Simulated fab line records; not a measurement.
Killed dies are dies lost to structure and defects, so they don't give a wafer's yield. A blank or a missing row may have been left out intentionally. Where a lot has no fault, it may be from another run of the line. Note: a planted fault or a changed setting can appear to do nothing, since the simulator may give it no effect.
Comparing a struck lot with a sound one / flow sky130 / 15 steps out of a route of 708
Sound: wafers L440.2, L440.3, L440.6. Struck: wafer L452.1 (left out: L452.3, a lot-mate that was not struck); the cause follows at the end.
For every step that has rows: the tool of each side, followed by ch and its chambers, followed by its first start. Under that, the readings that differ: sound wafers / struck wafers / difference of the means / sigmas: that difference in standard deviations of wafers without a fault.
alike: readings whose means differ by less than 2 such deviations, and words and numbers that are the same on both sides. not compared: withheld readings, readings that some wafer has no value for, bounds like >300 that may hide the same value, and numbers for which the record gives no deviation and whose values overlap.
Wherever a step has rows on one side only, a row that says differs or no value, or a row with sigmas, the two part there. Numbers that don't overlap but have no deviation are shown without sigmas and don't part them. A reading that every wafer of one side lacks parts them only if that side has two wafers or more.

SKY_METAL5_SPUTTER_03: material Ti, target thk 5 nm, time 3.3 s.
  sound on pvdSputter-04, day 42 16:32; struck on pvdSputter-04, day 46 01:49
  alike: throttleValvePct
SKY_METAL5_SPUTTER_04: material TiN, target thk 70 nm, time 58.3 s.
  sound on pvdSputter-04, day 42 16:33; struck on pvdSputter-04, day 46 01:49
  alike: throttleValvePct
SKY_METAL5_RS_MEAS_05: uses a four-point probe to measure.
  sound on filmMetro-02, day 42 16:37; struck on filmMetro-04, day 46 01:56
  alike: METAL5_ALCU_RS
SKY_METAL5_THK_MEAS_06: measures by xrf.
  sound on filmMetro-02, day 42 16:44; struck on filmMetro-04, day 46 02:03
reading=METAL5_ALCU_THK (nm); sound=1147 1131 1131; struck=1172; difference=+36; sigmas=+3
then, 7 steps without rows for these wafers: SKY_METAL5_DEHYDRATE_07 (time 60 s); SKY_METAL5_HMDS_08 (prime time 60 s); SKY_METAL5_COAT_09 (resist thk 1800 nm); SKY_METAL5_SOFTBAKE_10 (time 60 s); SKY_METAL5_EXPOSE_11 (exposes mask MM5, target cd 1600 nm); SKY_METAL5_PEB_12; SKY_METAL5_DEVELOP_13 (develop time 60 s).
SKY_METAL5_DESCUM_14: chemistry O2, time 11 s.
  sound on rieMetal-02 ch 0,1, day 43 15:08; struck on rieMetal-02 ch 1, day 46 21:38
  alike: drypumpMotorCurrentA, oesProductAu
  not compared: rfHoursCounterH
SKY_METAL5_METAL_ETCH_15: etches the open film in Cl2/BCl3, stops on SiO2, target depth 1260 nm, time 252 s.
  sound on rieMetal-02 ch 0,1, day 43 15:10; struck on rieMetal-02 ch 1, day 46 21:40
reading=oesProductAu (a.u.); sound=0.889 0.885 0.887; struck=0.969; difference=+0.082; sigmas=+18
reading=runLengthS (s); sound=281.0 281.0 280.7; struck=264.6; difference=-16.3; sigmas=-30
reading=model.NOVOLAK_of_METAL5_COAT_09.thkNm (nm); sound=1037 1034 1039; struck=1076; difference=+39; sigmas=
  alike: drypumpMotorCurrentA, throttleValvePct
  not compared: rfHoursCounterH
SKY_METAL5_STRIP_16: strips in O2/N2.
  sound on plasmaAsher-02 ch 0,1, day 43 15:24; struck on plasmaAsher-02 ch 0, day 46 21:55
reading=stripTimeToEndpointS (s); sound=13.11 13.06 13.11; struck=13.54; difference=+0.45; sigmas=+5
  alike: drypumpMotorCurrentA, n2FlowSccm, o2FlowSccm, oesProductAu
  not compared: rfHoursCounterH
then, 1 step without rows for these wafers: SKY_METAL5_STRIP_17 (strips in post etch residue remover, time 1200 s).

## WHERE THEY PART
At SKY_METAL5_THK_MEAS_06 first; at SKY_METAL5_STRIP_16 last (within this record only).

WHY: what the simulator had put in
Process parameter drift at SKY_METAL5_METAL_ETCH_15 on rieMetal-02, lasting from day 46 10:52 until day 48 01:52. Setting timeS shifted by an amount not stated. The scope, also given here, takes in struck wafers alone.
